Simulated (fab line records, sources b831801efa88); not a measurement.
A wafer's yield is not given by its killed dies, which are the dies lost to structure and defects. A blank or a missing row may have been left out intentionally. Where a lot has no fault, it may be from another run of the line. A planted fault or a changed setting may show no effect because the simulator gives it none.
Which of the tools did it? :: flow gf180mcu :: Sampling: 11 lots, 32 wafers, 6 of 602 route steps

## WHAT THE GAUGES READ, wafer by wafer
GF_M1_RS_MEAS_05: the measuring method here is four-point-probe.
lot: L577
measured: day 16 09:48
on: film metro-02
M1_ALCU_RS (ohm/sq): 0.0687 0.0692 0.0688

lot: L578
measured: day 16 20:13
on: film metro-02
M1_ALCU_RS (ohm/sq): 0.0687 0.0694 0.0687

lot: L579
measured: day 16 23:09
on: film metro-03
M1_ALCU_RS (ohm/sq): 0.0695 0.0702 0.0703

lot: L581
measured: day 17 11:37
on: film metro-03
M1_ALCU_RS (ohm/sq): 0.0681 0.0687 0.0691

lot: L582
measured: day 18 04:11
on: film metro-02
M1_ALCU_RS (ohm/sq): 0.0685 0.0690 0.0685

lot: L583
measured: day 18 08:19
on: film metro-02
M1_ALCU_RS (ohm/sq): 0.0703 0.0709 0.0707

lot: L584
measured: day 19 05:51
on: film metro-02
M1_ALCU_RS (ohm/sq): 0.0698 0.0698 0.0700

lot: L587
measured: day 20 03:52
on: film metro-02
M1_ALCU_RS (ohm/sq): 0.0692 0.0688

lot: L595
measured: day 22 17:23
on: film metro-03
M1_ALCU_RS (ohm/sq): 0.0700 0.0706 0.0709

lot: L598
measured: day 23 16:11
on: film metro-01
M1_ALCU_RS (ohm/sq): 0.0697 0.0695 0.0692

lot: L600
measured: day 24 02:21
on: film metro-01
M1_ALCU_RS (ohm/sq): 0.0697 0.0696 0.0697

GF_V2_RS_MEAS_24: the measuring method here is four-point-probe.
lot: L577
measured: day 20 12:51
on: film metro-04
V2_W_RS (ohm/sq): 0.328 0.336 0.327

lot: L578
measured: day 20 23:31
on: film metro-04
V2_W_RS (ohm/sq): 0.335 0.340 0.336

lot: L579
measured: day 21 04:22
on: film metro-02
V2_W_RS (ohm/sq): 0.322 0.323 0.322

lot: L581
measured: day 21 17:01
on: film metro-02
V2_W_RS (ohm/sq): 0.335 0.341 0.338

lot: L582
measured: day 22 09:06
on: film metro-02
V2_W_RS (ohm/sq): 0.335 0.329 0.333

lot: L583
measured: day 22 14:25
on: film metro-04
V2_W_RS (ohm/sq): 0.327 0.325 0.326

lot: L584
measured: day 23 10:16
on: film metro-04
V2_W_RS (ohm/sq): 0.328 0.333 0.334

lot: L587
measured: day 24 06:35
on: film metro-01
V2_W_RS (ohm/sq): 0.337 0.241

lot: L595
measured: day 26 14:05
on: film metro-01
V2_W_RS (ohm/sq): 0.336 0.325 0.331

lot: L598
measured: day 27 09:40
on: film metro-02
V2_W_RS (ohm/sq): 0.329 0.325 0.324

lot: L600
measured: day 27 20:20
on: film metro-04
V2_W_RS (ohm/sq): 0.326 0.334 0.339

GF_V2_THK_MEAS_25: measures by xrf.
lot: L577
measured: day 20 12:58
on: film metro-04
V2_W_THK (nm): 353 346 351

lot: L578
measured: day 20 23:38
on: film metro-04
V2_W_THK (nm): 345 340 345

lot: L579
measured: day 21 04:28
on: film metro-02
V2_W_THK (nm): 361 362 363

lot: L581
measured: day 21 17:06
on: film metro-02
V2_W_THK (nm): 347 342 346

lot: L582
measured: day 22 09:12
on: film metro-02
V2_W_THK (nm): 346 350 347

lot: L583
measured: day 22 14:32
on: film metro-04
V2_W_THK (nm): 350 356 354

lot: L584
measured: day 23 10:22
on: film metro-04
V2_W_THK (nm): 350 344 344

lot: L587
measured: day 24 06:40
on: film metro-01
V2_W_THK (nm): 345 483

lot: L595
measured: day 26 14:13
on: film metro-01
V2_W_THK (nm): 344 355 350

lot: L598
measured: day 27 09:47
on: film metro-02
V2_W_THK (nm): 357 356 357

lot: L600
measured: day 27 20:26
on: film metro-04
V2_W_THK (nm): 356 347 345

## WHAT TOOL EACH LOT RAN ON (gives the tool, then ch and the chambers of the sampled wafers, and finally the start)
lot: L577
GF_M1_SPUTTER_03: pvd sputter-03, day 16 09:44
GF_V2_CVD_02: pecvd-01 ch 0,1, day 19 11:59
GF_V2_CVD_23: cvd w-01 ch 0,1, day 20 12:44

lot: L578
GF_M1_SPUTTER_03: pvd sputter-03, day 16 20:09
GF_V2_CVD_02: pecvd-03 ch 1,2, day 19 22:23
GF_V2_CVD_23: cvd w-01 ch 1, day 20 23:24

lot: L579
GF_M1_SPUTTER_03: pvd sputter-01, day 16 23:03
GF_V2_CVD_02: pecvd-03 ch 0,1, day 20 03:05
GF_V2_CVD_23: cvd w-02 ch 0,1, day 21 04:14

lot: L581
GF_M1_SPUTTER_03: pvd sputter-03, day 17 11:30
GF_V2_CVD_02: pecvd-03 ch 0,1,2, day 20 15:42
GF_V2_CVD_23: cvd w-01 ch 0,1, day 21 16:53

lot: L582
GF_M1_SPUTTER_03: pvd sputter-03, day 18 04:05
GF_V2_CVD_02: pecvd-03 ch 0,1,2, day 21 07:52
GF_V2_CVD_23: cvd w-01 ch 0,1, day 22 08:59

lot: L583
GF_M1_SPUTTER_03: pvd sputter-01, day 18 08:15
GF_V2_CVD_02: pecvd-03 ch 0,2, day 21 12:56
GF_V2_CVD_23: cvd w-02 ch 0,1, day 22 14:18

lot: L584
GF_M1_SPUTTER_03: pvd sputter-01, day 19 05:46
GF_V2_CVD_02: pecvd-04 ch 0,1,2, day 22 09:49
GF_V2_CVD_23: cvd w-01 ch 0,1, day 23 10:08

lot: L587
GF_M1_SPUTTER_03: pvd sputter-03, day 20 03:45
GF_V2_CVD_02: pecvd-01 ch 1,2, day 23 06:59
GF_V2_CVD_23: cvd w-01 ch 0,1, day 24 06:27

lot: L595
GF_M1_SPUTTER_03: pvd sputter-04, day 22 17:20
GF_V2_CVD_02: pecvd-03 ch 0,1,2, day 25 15:50
GF_V2_CVD_23: cvd w-02 ch 0,1, day 26 13:59

lot: L598
GF_M1_SPUTTER_03: pvd sputter-04, day 23 16:06
GF_V2_CVD_02: pecvd-03 ch 0,1,2, day 26 11:56
GF_V2_CVD_23: cvd w-02 ch 0,1, day 27 09:32

lot: L600
GF_M1_SPUTTER_03: pvd sputter-01, day 24 02:15
GF_V2_CVD_02: pecvd-03 ch 0,1,2, day 26 22:14
GF_V2_CVD_23: cvd w-02 ch 0,1, day 27 20:14
- GF_M1_SPUTTER_03: material Ti, target thk 10 nm, time 6.7 s.
- GF_V2_CVD_02: deposits SiO2 from TEOS, target thk 850 nm, time 94.851 s.
- GF_V2_CVD_23: deposits W, target thk 350 nm, time 104.94 s.

## WHAT THE TOOLS THEMSELVES READ (means of the sampled wafers that have a number; where no wafer has one, the mark that the record gives instead)
GF_M1_SPUTTER_03.
lot: L577
tool: pvd sputter-03
throttle valve pct (%): 30.6

lot: L578
tool: pvd sputter-03
throttle valve pct (%): 30.7

lot: L579
tool: pvd sputter-01
throttle valve pct (%): 30.7

lot: L581
tool: pvd sputter-03
throttle valve pct (%): 30.6

lot: L582
tool: pvd sputter-03
throttle valve pct (%): 30.4

lot: L583
tool: pvd sputter-01
throttle valve pct (%): 29.5

lot: L584
tool: pvd sputter-01
throttle valve pct (%): 29.5

lot: L587
tool: pvd sputter-03
throttle valve pct (%): 31.1

lot: L595
tool: pvd sputter-04
throttle valve pct (%): 29.1

lot: L598
tool: pvd sputter-04
throttle valve pct (%): 28.6

lot: L600
tool: pvd sputter-01
throttle valve pct (%): 30.4

GF_V2_CVD_02.
lot: L577
tool: pecvd-01
heater power w (W): 578

lot: L578
tool: pecvd-03
heater power w (W): 645

lot: L579
tool: pecvd-03
heater power w (W): 743

lot: L581
tool: pecvd-03
heater power w (W): 693

lot: L582
tool: pecvd-03
heater power w (W): 677

lot: L583
tool: pecvd-03
heater power w (W): 660

lot: L584
tool: pecvd-04
heater power w (W): 641

lot: L587
tool: pecvd-01
heater power w (W): 507

lot: L595
tool: pecvd-03
heater power w (W): 650

lot: L598
tool: pecvd-03
heater power w (W): 719

lot: L600
tool: pecvd-03
heater power w (W): 677

GF_V2_CVD_23.
lot: L577
tool: cvd w-01
heater power w (W): 846

lot: L578
tool: cvd w-01
heater power w (W): 862

lot: L579
tool: cvd w-02
heater power w (W): 869

lot: L581
tool: cvd w-01
heater power w (W): 851

lot: L582
tool: cvd w-01
heater power w (W): 852

lot: L583
tool: cvd w-02
heater power w (W): 873

lot: L584
tool: cvd w-01
heater power w (W): 832

lot: L587
tool: cvd w-01
heater power w (W): 853

lot: L595
tool: cvd w-02
heater power w (W): 884

lot: L598
tool: cvd w-02
heater power w (W): 880

lot: L600
tool: cvd w-02
heater power w (W): 890

## THE ANSWER, worked out from the rows above alone
Rule: the lots themselves supply what counts as usual. The widest of any qualifying gaps counts: lots, ordered by their means at a reading, are off when they make up no more than a third of the lots, leave a main group of 4 or more, and stand apart from it by 3 or more times the standard deviation of that group's means. Not used: any main group whose means are identical at the precision the tables above print for the reading. A lot without any number at a reading at which 4 lots or more have one is off too. Any other lot the step has rows for is counted as sound. The gauges are gone through in route order, then the tools' own readings, and for those a lot's mean is taken as printed above. At the first step where some lot is off, the reading lying furthest off is the one used; lots without a number count as furthest.
Off: L587, seen at GF_V2_RS_MEAS_24 (V2_W_RS). The main group: mean 0.331 ohm/sq, standard deviation 0.0046.
If a tool, at a process step before that reading, ran all the lots that are off and no sound lot after the first of them, it fits. Those tools and the gauges at GF_V2_RS_MEAS_24 are tried in the same way. Can't be told from this: 3 tools fit, pvd sputter-03 at GF_M1_SPUTTER_03, pecvd-01 at GF_V2_CVD_02, cvd w-01 at GF_V2_CVD_23.

## WHAT HAD BEEN PUT IN BY THE SIMULATOR
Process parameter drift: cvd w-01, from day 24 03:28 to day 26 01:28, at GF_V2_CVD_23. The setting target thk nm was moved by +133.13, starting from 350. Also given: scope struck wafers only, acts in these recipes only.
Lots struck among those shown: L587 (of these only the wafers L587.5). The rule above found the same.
